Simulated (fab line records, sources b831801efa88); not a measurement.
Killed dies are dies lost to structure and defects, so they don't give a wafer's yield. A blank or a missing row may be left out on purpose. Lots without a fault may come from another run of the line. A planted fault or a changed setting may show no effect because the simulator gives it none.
Which tool did it? | flow gf180mcu | 13 lots, 39 wafers sampled, at 4 steps of a route of 602

WHAT THE GAUGES READ, wafer by wafer
GF_POLY_GATE_CD_MEAS_10: target cd 280 nm.
lot  | measured     | on        | cd_nm (nm)
L561 | day 9 04:35  | cd_sem-02 | 279.6 279.4 278.6
L562 | day 10 01:13 | cd_sem-01 | 277.2 277.5 278.5
L563 | day 10 09:15 | cd_sem-01 | 279.3 279.1 279.3
L564 | day 10 08:55 | cd_sem-01 | 278.7 278.1 278.1
L565 | day 10 12:22 | cd_sem-01 | 281.4 280.1 280.7
L566 | day 10 23:47 | cd_sem-01 | 278.3 280.4 279.9
L567 | day 11 02:40 | cd_sem-02 | 279.5 279.3 280.1
L568 | day 11 14:46 | cd_sem-02 | 281.5 280.7 281.1
L571 | day 12 06:07 | cd_sem-01 | 279.7 280.4 280.2
L573 | day 12 20:10 | cd_sem-02 | 279.1 279.2 279.5
L575 | day 13 07:10 | cd_sem-01 | 279.8 280.3 279.8
L583 | day 15 14:41 | cd_sem-02 | 282.9 281.4 280.8
L584 | day 15 22:59 | cd_sem-02 | 279.3 279.2 280.1

GF_POLY_GATE_THK_MEAS_17.
lot  | measured     | on            | POLY_GATE_OXIDATION_THK (nm)
L561 | day 9 09:13  | film_metro-01 | 3.90 3.90 3.88
L562 | day 10 03:01 | film_metro-04 | 4.08 4.00 3.96
L563 | day 10 11:47 | film_metro-03 | 3.99 3.94 4.02
L564 | day 10 10:33 | film_metro-04 | 3.95 3.97 3.96
L565 | day 10 16:59 | film_metro-04 | 4.02 4.08 4.06
L566 | day 11 02:42 | film_metro-01 | 4.13 4.03 4.07
L567 | day 11 04:20 | film_metro-01 | 4.02 4.10 4.03
L568 | day 11 17:17 | film_metro-04 | 4.10 4.07 4.12
L571 | day 12 08:44 | film_metro-01 | 3.98 3.95 3.92
L573 | day 12 21:49 | film_metro-01 | 4.10 4.06 4.19
L575 | day 13 09:46 | film_metro-01 | 4.09 4.09 4.01
L583 | day 15 20:16 | film_metro-01 | 4.05 4.00 3.95
L584 | day 16 01:45 | film_metro-03 | 4.03 4.13 4.06

WHICH TOOL RAN EACH LOT (tool, then ch and the chambers of the sampled wafers, then the start)
lot  | GF_VT_IMPLANT_STRIP_42               | GF_VT_IMPLANT_RTA_45
L561 | plasma_asher-03 ch 0,1, day 7 11:05  | rtp_anneal-02 ch 0, day 7 11:21
L562 | plasma_asher-01 ch 0,1, day 8 02:23  | rtp_anneal-02 ch 0, day 8 02:36
L563 | plasma_asher-02 ch 0,1, day 8 11:46  | rtp_anneal-01 ch 0, day 8 11:58
L564 | plasma_asher-02 ch 0,1, day 8 13:38  | rtp_anneal-02 ch 0, day 8 13:52
L565 | plasma_asher-02 ch 0,1, day 8 17:02  | rtp_anneal-02 ch 0, day 8 17:14
L566 | plasma_asher-01 ch 0,1, day 9 01:06  | rtp_anneal-02 ch 0, day 9 01:20
L567 | plasma_asher-03 ch 0,1, day 9 07:45  | rtp_anneal-01 ch 0, day 9 07:58
L568 | plasma_asher-01 ch 0,1, day 9 17:18  | rtp_anneal-02 ch 0, day 9 17:31
L571 | plasma_asher-01 ch 0,1, day 10 09:50 | rtp_anneal-01 ch 0, day 10 10:02
L573 | plasma_asher-03 ch 1, day 10 23:01   | rtp_anneal-01 ch 0, day 10 23:14
L575 | plasma_asher-01 ch 0,1, day 11 11:35 | rtp_anneal-01 ch 0, day 11 11:48
L583 | plasma_asher-01 ch 1, day 13 14:11   | rtp_anneal-01 ch 0, day 13 14:25
L584 | plasma_asher-03 ch 0,1, day 13 22:08 | rtp_anneal-01 ch 0, day 13 22:22
- GF_VT_IMPLANT_STRIP_42: strips in O2/N2.
- GF_VT_IMPLANT_RTA_45: time 30 s.

WHAT THE TOOLS THEMSELVES READ (means of the sampled wafers that have a number; where no wafer has one, the mark that the record gives instead)
GF_VT_IMPLANT_STRIP_42.
lot  | tool            | drypump_motor_current_A (A) | heater_power_w (W) | oes_product_au (a.u.) | platen_temp_c (C) | strip_time_to_endpoint_s (s)
L561 | plasma_asher-03 | 5.9                         | 328                | 0.716                 | 250.17            | 12.618
L562 | plasma_asher-01 | 5.9                         | 300                | 0.716                 | 249.86            | 12.666
L563 | plasma_asher-02 | 6.1                         | 325                | 0.715                 | 250.14            | 12.616
L564 | plasma_asher-02 | 6.1                         | 323                | 0.717                 | 249.76            | 12.630
L565 | plasma_asher-02 | 6.1                         | 322                | 0.721                 | 249.86            | 12.647
L566 | plasma_asher-01 | 5.9                         | 305                | 0.717                 | 250.02            | 12.679
L567 | plasma_asher-03 | 6.2                         | 312                | 0.717                 | 249.83            | 12.708
L568 | plasma_asher-01 | 5.7                         | 305                | 0.715                 | 249.91            | 12.650
L571 | plasma_asher-01 | 5.7                         | 304                | 0.715                 | 250.02            | 12.602
L573 | plasma_asher-03 | 5.5                         | 347                | 0.715                 | 250.01            | 12.674
L575 | plasma_asher-01 | 5.7                         | 303                | 0.899                 | 250.20            | -
L583 | plasma_asher-01 | 5.6                         | 306                | 0.719                 | 250.18            | 12.656
L584 | plasma_asher-03 | 5.9                         | 332                | 0.716                 | 249.99            | 12.633

GF_VT_IMPLANT_RTA_45.
lot  | tool          | lamp_power_pct (%) | wafer_temp_C_max
L561 | rtp_anneal-02 | 33.7               | 1053.6
L562 | rtp_anneal-02 | 33.6               | 1053.3
L563 | rtp_anneal-01 | 31.9               | 1055.4
L564 | rtp_anneal-02 | 33.7               | 1053.2
L565 | rtp_anneal-02 | 33.6               | 1054.1
L566 | rtp_anneal-02 | 33.7               | 1052.7
L567 | rtp_anneal-01 | 31.9               | 1054.3
L568 | rtp_anneal-02 | 33.6               | 1053.1
L571 | rtp_anneal-01 | 31.9               | 1055.1
L573 | rtp_anneal-01 | 31.8               | 1055.1
L575 | rtp_anneal-01 | 31.9               | 1055.3
L583 | rtp_anneal-01 | 31.9               | 1055.3
L584 | rtp_anneal-01 | 31.8               | 1054.9

THE ANSWER, worked out from the rows above alone
Rule: what is usual is taken from the lots themselves. Put in order of their means at a reading, lots are off if they are a third of the lots or fewer, leave a main group of 4 or more, and stand apart from it by a gap of 3 or more times the standard deviation of the main group's means; of several such gaps the widest counts. A main group whose means are all the same, to the digits that the tables above print for the reading, isn't used. A lot without any number at a reading at which 4 lots or more have one is off too. The other lots that the step has rows for count as sound. The gauges are gone through in route order, then the tools' own readings, and for those a lot's mean is taken as printed above. The first step at which some lot is off is used, and at that step the reading that is off furthest; a lot without a number counts as furthest.
Off: L575, at GF_VT_IMPLANT_STRIP_42 (strip_time_to_endpoint_s). Without a number there: L575. The main group: mean 12.648 s, standard deviation 0.029.
A tool fits if, at that step or a process step before it, it ran every lot that is off, and no sound lot after the first of them. None of those tried fits.

WHAT THE SIMULATOR HAD PUT IN
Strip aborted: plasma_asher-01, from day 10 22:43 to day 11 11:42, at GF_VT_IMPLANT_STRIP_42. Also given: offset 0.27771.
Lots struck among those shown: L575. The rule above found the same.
